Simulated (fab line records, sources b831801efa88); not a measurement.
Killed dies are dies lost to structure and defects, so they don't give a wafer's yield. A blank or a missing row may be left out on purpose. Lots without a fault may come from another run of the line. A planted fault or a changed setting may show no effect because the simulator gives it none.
fab line records | flow sky130
record lots=6 wafers=18 last_day=50
route steps=708 shown LI_CONTACT@383 LOCAL_INTERCONNECT@387
lots that met no fault: from a run of the same line without faults
start_h: hours from the record's first day to the start of the lot's first wafer shown | wait_h: hours since the lot's step before | " the same as in the row above | L1.1+2: a row that stands for several wafers | - no value, or no start given | * or withheld: withheld | < > ~ a bound
route shown NAME@n: a module of which the file shows steps, and the number in the route of the first | usual: mean/standard deviation of fault-free wafers | same: alike in all rows | chamber/n: place in a boat | sites: the reading at each site | _std_site: their standard deviation | _edge_site: outer sites' mean less inner sites' | radius_mm: how far each site lies from the wafer's centre | mask NAME#n: copy n | behind: the tool/chamber that last shaped the wafer | hold: why the lot was held/for how many hours/how that ended | device: the transistor (n, p or np) that didn't switch | end of line: the same wafers' tests at the end of the route | a step without rows: its recipe alone | killed: dies lost to structure and defects at the first sort, not the wafer's yield | map: a wafer's dies, x killed, . not, _ none there
set.NAME: the setting as run; set.NAME@STEP: as run at that earlier step | model.NAME: the simulator's own value behind a step, which no gauge read
lots at some steps of the route; a table a step, a row a wafer
services: from which hour (start_h, from the record's first day; less than 0 if before it) a tool's chamber was out of use, for how many hours, and why
## steps
# step SKY_LI_CONTACT_CVD_21
# recipe material=W target_thk_nm=400 time_s=120.56 temp_c=400 pressure_torr=40
# usual heater_power_outer_w=494/48 heater_power_w=795/55
# columns lot.wafer tool chamber start_h wait_h heater_power_outer_w heater_power_w
L402.2 cvd_w-02 0 740.16 0.0 564 841
L402.3 " 1 " " 457 743
L402.6 " 1 " " 472 728
L407.1 cvd_w-01 1 770.47 0.1 497 831
L407.3 " 1 " " 528 856
L407.4 " 0 " " 435 731
L408.1 cvd_w-02 1 779.73 0.0 470 743
L408.4 " 1 " " 460 744
L408.6 " 0 " " 552 858
L409.1 cvd_w-02 1 785.84 0.0 453 739
L409.2 " 0 " " 551 837
L409.3 " 1 " " 474 737
L411.1 cvd_w-02 1 801.58 0.0 451 742
L411.2 " 0 " " 545 838
L411.6 " 0 " " 554 837
L418.2 cvd_w-02 0 854.61 0.0 560 855
L418.5 " 0 " " 559 826
L418.6 " 1 " " 470 746
# step SKY_LI_CONTACT_RS_MEAS_22
# recipe thk_meas_gauge=four-point-probe reads=W_of_LI_CONTACT_CVD_21+TiN_of_LI_CONTACT_SPUTTER_20+Ti_of_LI_CONTACT_SPUTTER_19
# usual LI_CONTACT_W_RS=0.286/0.003
# columns lot.wafer tool chamber start_h wait_h LI_CONTACT_W_RS[ohm/sq]
L402.2 film_metro-02 - 740.31 0.1 0.284
L402.3 " - " " 0.289
L402.6 " - " " 0.287
L407.1 film_metro-01 - 770.60 0.1 0.281
L407.3 " - " " 0.282
L407.4 " - " " 0.285
L408.1 film_metro-01 - 779.86 0.1 0.288
L408.4 " - " " 0.286
L408.6 " - " " 0.285
L409.1 film_metro-03 - 785.96 0.1 0.289
L409.2 " - " " 0.287
L409.3 " - " " 0.289
L411.1 film_metro-01 - 801.71 0.1 0.291
L411.2 " - " " 0.291
L411.6 " - " " 0.292
L418.2 film_metro-02 - 854.76 0.1 0.285
L418.5 " - " " 0.288
L418.6 " - " " 0.288
# step SKY_LI_CONTACT_THK_MEAS_23
# recipe thk_meas_gauge=xrf reads=W_of_LI_CONTACT_CVD_21
# usual LI_CONTACT_W_THK=401/7.6
# columns lot.wafer tool chamber start_h wait_h LI_CONTACT_W_THK[nm]
L402.2 film_metro-02 - 740.42 0.1 402
L402.3 " - " " 395
L402.6 " - " " 401
L407.1 film_metro-01 - 770.72 0.1 417
L407.3 " - " " 419
L407.4 " - " " 410
L408.1 film_metro-01 - 779.98 0.1 408
L408.4 " - " " 411
L408.6 " - " " 416
L409.1 film_metro-03 - 786.08 0.1 391
L409.2 " - " " 396
L409.3 " - " " 391
L411.1 film_metro-01 - 801.83 0.1 399
L411.2 " - " " 402
L411.6 " - " " 399
L418.2 film_metro-02 - 854.87 0.1 403
L418.5 " - " " 401
L418.6 " - " " 397
# step SKY_LI_CONTACT_CMP_24
# recipe stop_on=PSG t_overpolish_s=20 down_force_psi=3.5 platen_rpm=60 target_thk_nm=0 pad_velocity_m_s=0.94248
# usual motor_current_A=10.5/1.1 overpolish_run_s=20.000/0.0085 retaining_ring_pressure_frac=1.001/0.0048 time_to_endpoint_s=96/3.9
# columns lot.wafer tool chamber start_h wait_h motor_current_A overpolish_run_s retaining_ring_pressure_frac time_to_endpoint_s
L402.2 cmp-02 2 740.47 0.0 9.1 20.004 1.005 90
L402.3 " 0 " " 11.0 19.994 1.003 97
L402.6 " 3 " " 9.7 19.993 0.994 97
L407.4 cmp-02 1 770.83 0.1 11.3 20.003 1.003 100
L407.1 " 2 " " 8.9 19.994 1.003 96
L407.3 " 3 " " 9.9 20.006 1.005 98
L408.1 cmp-01 3 780.04 0.1 10.5 20.006 1.007 89
L408.4 " 0 " " 11.5 20.011 1.004 99
L408.6 " 0 " " 12.0 19.994 1.005 98
L409.3 cmp-01 0 786.14 0.0 11.7 19.990 0.998 90
L409.2 " 1 " " 10.6 20.013 1.007 92
L409.1 " 3 " " 10.4 20.007 0.998 88
L411.1 cmp-01 0 801.94 0.1 12.0 19.994 1.002 96
L411.2 " 1 " " 11.0 20.014 1.004 92
L411.6 " 0 " " 11.3 19.997 0.998 99
L418.2 cmp-01 2 854.92 0.0 9.7 20.006 0.993 101
L418.6 " 2 " " 9.9 20.010 1.000 103
L418.5 " 3 " " 10.3 20.022 1.000 96
# step SKY_LOCAL_INTERCONNECT_SPUTTER_00
# recipe material=TiN target_thk_nm=100 temp_c=300 power_w=6500 time_s=83.3 chamber_pressure_pa=0.4
# usual cathode_dc_power_W=6499.7/1.2 throttle_valve_pct=29.3/0.75
# columns lot.wafer tool chamber start_h wait_h cathode_dc_power_W throttle_valve_pct
L402.2 pvd_sputter-02 - 740.77 0.2 6499.6 30.4
L402.3 " - " " 6498.8 29.1
L402.6 " - " " 6501.1 29.1
L407.1 pvd_sputter-02 - 771.08 0.1 6498.5 29.3
L407.3 " - " " 6498.8 29.4
L407.4 " - " " 6502.5 30.3
L408.1 pvd_sputter-03 - 780.34 0.2 6500.9 29.2
L408.4 " - " " 6498.8 29.6
L408.6 " - " " 6498.1 29.5
L409.1 pvd_sputter-02 - 786.44 0.1 6501.0 29.0
L409.2 " - " " 6498.6 30.2
L409.3 " - " " 6499.3 28.6
L411.1 pvd_sputter-02 - 802.19 0.2 6499.8 28.2
L411.2 " - " " 6500.4 29.3
L411.6 " - " " 6499.6 30.3
L418.2 pvd_sputter-02 - 855.22 0.2 6500.4 29.0
L418.5 " - " " 6499.6 28.5
L418.6 " - " " 6498.9 29.2
# step SKY_LOCAL_INTERCONNECT_RS_MEAS_01
# recipe thk_meas_gauge=four-point-probe reads=TiN_of_LOCAL_INTERCONNECT_SPUTTER_00
# usual LOCAL_INTERCONNECT_TIN_RS=14.20/0.15
# columns lot.wafer tool chamber start_h wait_h LOCAL_INTERCONNECT_TIN_RS[ohm/sq]
L402.2 film_metro-04 - 740.85 0.1 14.53
L402.3 " - " " 14.56
L402.6 " - " " 14.34
L407.1 film_metro-02 - 771.14 0.0 13.95
L407.3 " - " " 14.19
L407.4 " - " " 14.00
L408.1 film_metro-03 - 780.40 0.0 14.33
L408.4 " - " " 14.12
L408.6 " - " " 14.17
L409.1 film_metro-03 - 786.50 0.0 14.07
L409.2 " - " " 14.30
L409.3 " - " " 14.37
L411.1 film_metro-03 - 802.25 0.0 14.13
L411.2 " - " " 14.25
L411.6 " - " " 14.26
L418.2 film_metro-03 - 855.30 0.1 14.13
L418.5 " - " " 14.39
L418.6 " - " " 14.25
# step SKY_LOCAL_INTERCONNECT_THK_MEAS_02
# recipe thk_meas_gauge=xrf reads=TiN_of_LOCAL_INTERCONNECT_SPUTTER_00
# usual LOCAL_INTERCONNECT_TIN_THK=100.2/1.1
# columns lot.wafer tool chamber start_h wait_h LOCAL_INTERCONNECT_TIN_THK[nm]
L402.2 film_metro-04 - 740.96 0.1 98.5
L402.3 " - " " 98.2
L402.6 " - " " 99.3
L407.1 film_metro-02 - 771.26 0.1 101.4
L407.3 " - " " 99.9
L407.4 " - " " 101.6
L408.1 film_metro-03 - 780.52 0.1 98.6
L408.4 " - " " 100.2
L408.6 " - " " 99.4
L409.1 film_metro-03 - 786.62 0.1 100.2
L409.2 " - " " 98.6
L409.3 " - " " 98.4
L411.1 film_metro-03 - 802.37 0.1 100.6
L411.2 " - " " 100.1
L411.6 " - " " 99.4
L418.2 film_metro-03 - 855.41 0.1 100.4
L418.5 " - " " 98.8
L418.6 " - " " 99.5
# step SKY_LOCAL_INTERCONNECT_DEHYDRATE_03
# recipe temp_c=200 time_s=60
# step SKY_LOCAL_INTERCONNECT_HMDS_04
# recipe prime_time_s=60 prime_temp_c=120
# step SKY_LOCAL_INTERCONNECT_COAT_05
# recipe resist=BARC temp_c=withheld time_s=withheld spin_rpm=3000 resist_thk_nm=60
# step SKY_LOCAL_INTERCONNECT_COAT_06
# recipe resist=KrF-thick spin_rpm=3000 resist_thk_nm=450
# step SKY_LOCAL_INTERCONNECT_SOFTBAKE_07
# recipe temp_c=100 time_s=90 resist=KrF-thick
# step SKY_LOCAL_INTERCONNECT_EXPOSE_08
# recipe mask_id=LI1M na=0.8 source_shape=annular sigma_inner=0.55 sigma_outer=0.85 target_cd_nm=170 dose_mj=28
# columns lot.wafer tool chamber start_h wait_h mask
L402.2+3+6 krf_scanner-01 0 755.27 - LI1M#0
L407.1+3+4 krf_scanner-01 0 785.49 - LI1M#0
L408.1+4+6 krf_scanner-01 0 794.05 - LI1M#0
L409.1+2+3 krf_scanner-02 0 800.04 - LI1M#0
L411.1+2+6 krf_scanner-01 0 816.39 - LI1M#0
L418.2+5+6 krf_scanner-01 0 868.62 - LI1M#0
# step SKY_LOCAL_INTERCONNECT_PEB_09
# recipe peb_temp_c=withheld peb_time_s=withheld resist=KrF-thick
# step SKY_LOCAL_INTERCONNECT_DEVELOP_10
# recipe develop_time_s=60 resist=KrF-thick dev_temp_c=21
# step SKY_LOCAL_INTERCONNECT_CD_MEAS_11
# recipe target_cd_nm=170
# usual cd_nm=170.5/1.3
# columns lot.wafer tool chamber start_h wait_h cd_nm
L402.2 cd_sem-02 - 768.68 - 168.6
L402.3 " - " " 170.1
L402.6 " - " " 169.5
L407.1 cd_sem-01 - 798.40 - 170.3
L407.3 " - " " 170.3
L407.4 " - " " 169.5
L408.1 cd_sem-02 - 807.20 - 91.6
L408.4 " - " " 174.1
L408.6 " - " " 90.5
L409.1 cd_sem-02 - 813.46 - 170.0
L409.2 " - " " 171.6
L409.3 " - " " 171.3
L411.1 cd_sem-02 - 829.25 - 89.1
L411.2 " - " " 88.5
L411.6 " - " " 88.1
L418.2 cd_sem-02 - 881.39 - 169.6
L418.5 " - " " 170.0
L418.6 " - " " 171.2
# step SKY_LOCAL_INTERCONNECT_OVL_MEAS_12
# usual LOCAL_INTERCONNECT_OVL=2/5.5
# columns lot.wafer tool chamber start_h wait_h LOCAL_INTERCONNECT_OVL[nm]
L402.2 overlay-01 - 768.79 0.1 4
L402.3 " - " " 0
L402.6 " - " " 3
L407.1 overlay-02 - 798.52 0.1 4
L407.3 " - " " -1
L407.4 " - " " 4
L408.1 overlay-01 - 807.32 0.1 -3
L408.4 " - " " -4
L408.6 " - " " -7
L409.1 overlay-01 - 813.58 0.1 -1
L409.2 " - " " -4
L409.3 " - " " -1
L411.1 overlay-02 - 829.37 0.1 12
L411.2 " - " " 14
L411.6 " - " " 12
L418.2 overlay-02 - 881.50 0.1 2
L418.5 " - " " 4
L418.6 " - " " 1
# step SKY_LOCAL_INTERCONNECT_ETCH_13
# recipe chemistry=N2/H2 target=BARC ion_energy_ev=200 bias_w=100 pressure_mtorr=30 n2_flow_sccm=100 h2_flow_sccm=200 icp_w=500 stop_on=SiO2 time_s=45.9 target_depth_a=600
# usual drypump_motor_current_A=5.4/0.52 h2_flow_sccm=200.0/0.56 he_backside_leak_sccm=3.28/0.18 oes_product_au=0.855/0.0047 throttle_valve_pct=13.225/0.0085
# columns lot.wafer tool chamber start_h wait_h drypump_motor_current_A h2_flow_sccm he_backside_leak_sccm oes_product_au rf_hours_counter_h throttle_valve_pct model.LOCAL_INTERCONNECT.cd_nm
L402.2 rie_metal-02 0 768.82 0.0 5.0 198.7 3.56 0.850 1 13.230 168.8
L402.3 " 1 " " 6.5 199.7 3.38 0.856 - 13.233 170.3
L402.6 " 1 " " 6.5 200.9 3.32 0.861 - 13.222 169.7
L407.1 rie_metal-02 0 798.56 0.0 5.0 200.2 3.57 0.853 3 13.225 170.4
L407.3 " 1 " " 6.5 199.2 3.07 0.857 - 13.228 169.8
L407.4 " 0 " " 5.0 199.6 3.42 0.851 - 13.215 169.5
L408.1 rie_metal-01 0 807.36 0.0 5.2 199.2 3.13 0.857 6 13.229 92.74
L408.4 " 1 " " 5.4 200.2 3.09 0.852 - 13.229 174.5
L408.6 " 0 " " 5.2 198.1 3.16 0.851 - 13.222 90.82
L409.1 rie_metal-02 1 813.62 0.0 6.5 200.3 3.22 0.853 14 13.232 170.1
L409.2 " 0 " " 5.0 200.2 3.66 0.862 3 13.221 171.4
L409.3 " 1 " " 6.4 201.0 3.06 0.859 - 13.229 171.2
L411.1 rie_metal-01 1 829.41 0.0 5.4 200.8 3.33 0.856 2 13.228 90.15
L411.2 " 0 " " 5.2 200.9 3.27 0.851 7 13.228 89.09
L411.6 " 0 " " 5.2 200.2 3.25 0.856 - 13.225 89.38
L418.2 rie_metal-02 1 881.53 0.0 6.5 200.0 3.18 0.853 16 13.232 170.1
L418.5 " 0 " " 5.0 200.3 3.57 0.853 - 13.237 170.2
L418.6 " 1 " " 6.4 199.6 3.07 0.862 - 13.252 170.8
# step SKY_LOCAL_INTERCONNECT_METAL_ETCH_14
# recipe target_depth_nm=110 stop_on=PSG chemistry=Cl2/BCl3 target=TiN resist_sidewall_deg=88 pressure_mtorr=10 icp_w=900 bias_w=48.5 Cl2_flow_sccm=60 bcl3_flow_sccm=30 time_s=31.4
# usual drypump_motor_current_A=5.4/0.52 he_backside_leak_sccm=3.30/0.26 oes_product_au=0.939/0.007 throttle_valve_pct=21.903/0.0096
# columns lot.wafer tool chamber start_h wait_h drypump_motor_current_A he_backside_leak_sccm oes_product_au rf_hours_counter_h throttle_valve_pct model.LOCAL_INTERCONNECT.cd_nm
L402.2 rie_metal-02 0 768.88 0.0 5.0 3.52 0.929 1 21.925 168.9
L402.3 " 1 " " 6.4 3.13 0.923 - 21.908 170.6
L402.6 " 1 " " 6.4 3.08 0.929 - 21.920 169.9
L407.1 rie_metal-02 0 798.62 0.0 5.0 3.57 0.951 3 21.895 170.9
L407.3 " 1 " " 6.5 3.12 0.939 - 21.898 170.7
L407.4 " 0 " " 5.0 3.50 0.941 - 21.897 170
L408.1 rie_metal-01 0 807.42 0.0 5.2 3.41 0.935 6 21.903 93.24
L408.4 " 1 " " 5.4 3.24 0.942 - 21.897 175.3
L408.6 " 0 " " 5.2 3.23 0.932 - 21.910 90.92
L409.1 rie_metal-02 1 813.68 0.0 6.5 3.25 0.941 14 21.888 170.6
L409.2 " 0 " " 5.0 3.61 0.926 3 21.899 171.9
L409.3 " 1 " " 6.5 3.23 0.936 - 21.904 171.7
L411.1 rie_metal-01 1 829.47 0.0 5.4 3.08 0.941 2 21.902 90.03
L411.2 " 0 " " 5.2 3.24 0.933 7 21.918 89.02
L411.6 " 0 " " 5.2 3.37 0.944 - 21.900 89.41
L418.2 rie_metal-02 1 881.59 0.0 6.4 3.16 0.940 16 21.914 170.8
L418.5 " 0 " " 5.0 3.51 0.932 - 21.912 170
L418.6 " 1 " " 6.5 3.09 0.937 - 21.904 171.1
# step SKY_LOCAL_INTERCONNECT_STRIP_15
# recipe chemistry=O2/N2 power_w=1400 pressure_mtorr=1500 platen_temp_c=withheld o2_flow_sccm=3000 n2_flow_sccm=300 overash_fraction=0.5
# usual drypump_motor_current_A=5.4/0.42 oes_product_au=0.427/0.0044 strip_time_to_endpoint_s=4.727/0.02
# same overash_fraction=0.5
# columns lot.wafer tool chamber start_h wait_h drypump_motor_current_A oes_product_au rf_hours_counter_h strip_time_to_endpoint_s
L402.2 plasma_asher-02 0 768.93 0.0 5.0 0.426 2 4.718
L402.3 " 1 " " 5.7 0.421 - 4.712
L402.6 " 1 " " 5.8 0.431 - 4.697
L407.1 plasma_asher-01 1 798.68 0.0 5.0 0.425 35 4.700
L407.3 " 0 " " 6.1 0.430 - 4.689
L407.4 " 1 " " 5.0 0.431 - 4.706
L408.1 plasma_asher-02 1 807.48 0.0 5.7 0.430 6 4.755
L408.4 " 0 " " 5.0 0.428 - 4.736
L408.6 " 0 " " 5.0 0.428 - 4.751
L409.1 plasma_asher-02 0 813.73 0.0 5.0 0.421 6 4.696
L409.2 " 1 " " 5.8 0.426 6 4.715
L409.3 " 1 " " 5.7 0.427 - 4.728
L411.1 plasma_asher-02 1 829.52 0.0 5.7 0.430 8 4.716
L411.2 " 0 " " 5.0 0.427 8 4.734
L411.6 " 1 " " 5.7 0.428 - 4.717
L418.2 plasma_asher-01 1 881.64 0.0 5.0 0.426 43 4.703
L418.5 " 1 " " 5.0 0.431 - 4.712
L418.6 " 0 " " 6.1 0.424 - 4.716
## services
# columns tool chamber start_h hours kind
krf_scanner-01 - 725.26 3.0 repair
cmp-02 - 731.66 4.1 pm
krf_scanner-01 - 733.47 3.6 pm
plasma_asher-02 - 733.75 9.0 pm
plasma_asher-01 - 735.68 1.2 repair
cmp-01 - 744.00 4.0 pm
krf_scanner-01 - 744.32 1.0 pm
rie_metal-01 0 751.15 3.6 repair
plasma_asher-02 - 762.01 2.1 repair
cmp-01 - 766.01 3.7 pm
cvd_w-02 - 766.66 0.8 repair
cvd_w-02 - 768.70 2.8 pm
cvd_w-02 - 780.79 1.3 repair
krf_scanner-01 - 782.51 0.4 repair
rie_metal-02 1 787.09 11.1 repair
cmp-02 - 805.09 4.1 repair
cmp-02 - 811.65 0.3 repair
cmp-02 - 820.57 6.8 repair
krf_scanner-01 - 826.40 0.8 pm
krf_scanner-01 - 832.99 0.8 pm
cvd_w-02 1 834.11 2.7 repair
cmp-02 - 834.81 2.2 repair
plasma_asher-02 - 844.87 4.4 repair
krf_scanner-01 - 858.36 1.3 pm
## key
first_sign step=SKY_LOCAL_INTERCONNECT_CD_MEAS_11 reading=cd_nm direction=down sigmas=61 usual=170.5 struck=89.6
effect none on later readings
model_effect step=SKY_LOCAL_INTERCONNECT_ETCH_13 value=LOCAL_INTERCONNECT.cd_nm without=171.7 struck=90.43
model_effect step=SKY_LOCAL_INTERCONNECT_METAL_ETCH_14 value=LOCAL_INTERCONNECT.cd_nm without=171.8 struck=90.52
met_at SKY_LOCAL_INTERCONNECT_EXPOSE_08
struck_wafers L408.1,L408.6,L411.1,L411.2,L411.6
later_rows_left_out L408.1,L408.6,L411.1,L411.2,L411.6
sort_left_out L408.1,L408.6,L411.1,L411.2,L411.6
tester_left_out L408,L411
onset_between 785.49 794.05
fault kind=process_parameter_drift tool=krf_scanner-01 chamber=- onset_h=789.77 steps=SKY_LOCAL_INTERCONNECT_EXPOSE_08 channel=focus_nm offset=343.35 shape=step end_h=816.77 scope=struck_wafers_only
# tester_left_out: of these lots the tester's yield and bins aren't shown, on N5 and GAA mostly nor the transistor test; their killed dies are dies lost to structure and defects alone, not to doping, threshold or leakage, so they don't give the yield
# sort_left_out: the simulated sort isn't trusted on such a fault, so these wafers' sort isn't shown, and their yield isn't known
# later_rows_left_out: the simulator's readings of these wafers behind a module that went badly wrong aren't trusted and aren't shown, but for the sort
